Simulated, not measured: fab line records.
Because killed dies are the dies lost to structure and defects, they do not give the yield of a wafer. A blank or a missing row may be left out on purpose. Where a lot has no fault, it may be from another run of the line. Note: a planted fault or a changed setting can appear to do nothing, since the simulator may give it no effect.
A lot that was struck, set against a sound lot || flow sky130 || 16 steps out of a route of 708
Sound: the wafers L768.2, L768.4, L768.6. Wafers L784.3, L784.4, L784.6 were the ones struck. The cause comes at the end.
Per side, at each step with rows, come the tool, then ch with its chambers, and then its first start. Under that, the readings that differ: sound wafers || struck wafers || difference of the means || sigmas: that difference in standard deviations of wafers without a fault.
alike: same words and numbers on both sides, and readings whose means sit less than 2 such deviations apart. not compared: any withheld reading, any reading some wafer has no value for, any bound like >300 that may hide the same value, and any number with overlapping values for which the record gives no deviation.
The two part at a step that has a row with sigmas, a row that says differs or no value, or rows on one side only. When numbers do not overlap yet have no deviation, they are printed without sigmas and do not part them. A reading missing from all wafers of one side parts the sides only when that side holds two or more wafers.

SKY_SD_N_OVL_MEAS_08:
  sound on overlay-01 at day 28 00:19; struck on overlay-01 at day 33 03:07
  alike: SD_N_OVL
then, 2 steps without rows for these wafers: SKY_SD_N_IMPLANT_09; SKY_SD_N_IMPLANT_10.
SKY_SD_N_STRIP_11: strips in O2/N2.
  sound on plasma-asher-01 ch 0,1, day 28 00:39; struck on plasma-asher-02 ch 0,1, day 33 03:29
  alike: drypump-motor-current-A, oes-product-au, strip-time-to-endpoint-s
  not compared: rf-hours-counter-h
SKY_SD_N_TW_MEAS_12:
  sound on film-metro-03 at day 28 00:46; struck on film-metro-03 at day 33 03:34
  alike: SD_N_TW
then, 1 step without rows for these wafers: SKY_SD_N_CLEAN_13 (cleans in SC1/SC2, time 150 s).
SKY_SD_N_RTA_14: time 2 s.
  sound on rtp-anneal-02 ch 0, day 28 00:52; struck on rtp-anneal-02 ch 0, day 33 03:41
  alike: lamp-power-pct, wafer_temp_C_max
SKY_SD_N_RS_MEAS_16: uses a four-point probe to measure.
  sound on film-metro-03 at day 28 01:04; struck on film-metro-01 at day 33 03:53
  alike: SD_N_RS
SKY_SD_N_RS_MEAS_17: uses a four-point probe to measure.
  sound on film-metro-03 at day 28 01:11; struck on film-metro-01 at day 33 04:00
  alike: SD_P_RS
SKY_SD_N_RS_MEAS_18: uses a four-point probe to measure.
  sound on film-metro-03 at day 28 01:18; struck on film-metro-01 at day 33 04:07
  alike: RES_XHIGH_RS
then, 1 step without rows for these wafers: SKY_SALICIDE_CLEAN_00 (cleans in HF-last, time 30 s).
SKY_LI_CONTACT_HDPCVD_00: deposits PSG, target thk 930 nm, time 155 s.
  sound on hdpcvd-01 ch 0,1,2, day 28 01:25; struck on hdpcvd-02 ch 0,1, day 33 04:13
{"reading": "run-length-s (s)", "sound": "182.3 182.5 182.4", "struck": "146.7 146.8 148.5", "difference": -35.1, "sigmas": -60}
{"reading": "model.PSG_of_LI_CONTACT_HDPCVD_00.thk-nm (nm)", "sound": "927 938.5 928.4", "struck": "750 735.2 731.8", "difference": -192, "sigmas": ""}
SKY_LI_CONTACT_THK_MEAS_01:
  sound on film-metro-01 at day 28 01:32; struck on film-metro-02 at day 33 04:20
{"reading": "LI_CONTACT_HDPCVD_THK (nm)", "sound": "927 939 928", "struck": "750 735 732", "difference": -192, "sigmas": -20}
SKY_LI_CONTACT_CMP_02: polishes PSG.
  sound on cmp-01 ch 1,2,3, day 28 01:41; struck on cmp-01 ch 0,2, day 33 04:23
{"reading": "time-to-endpoint-s (s)", "sound": "30.9 33.2 32.8", "struck": "12.5 12.0 10.9", "difference": -20.5, "sigmas": -8}
  alike: motor-current-A
SKY_LI_CONTACT_BOW_MEAS_03:
  sound on film-metro-01 at day 28 01:54; struck on film-metro-02 at day 33 04:43
  alike: LI_CONTACT_BOW
-- the record jumps here: 16 days lie between the struck wafers' starts before and after (it left off in module LI_CONTACT and takes up again in module PAD_OPEN, whose first step shown is number 708 of the route) --
SKY_PAD_OPEN_PROBE_99:
  sound on prober-01 at day 45 21:28; struck on prober-01 at day 49 16:20
{"reading": "killed-at-contacts", "sound": "24 15 23", "struck": "23 35 43", "difference": "+13", "sigmas": "+2"}
  alike: killed_at_M0_to_M3, killed_at_M4_up, killed-at-front-end, killed-at-other, killed-dies, killed-open, killed-short

WHERE THEY PART
At SKY_LI_CONTACT_HDPCVD_00 first; at SKY_PAD_OPEN_PROBE_99 last (within this record only).

WHY: whatever the simulator had introduced
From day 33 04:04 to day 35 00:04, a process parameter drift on hdpcvd-02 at SKY_LI_CONTACT_HDPCVD_00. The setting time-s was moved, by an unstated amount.
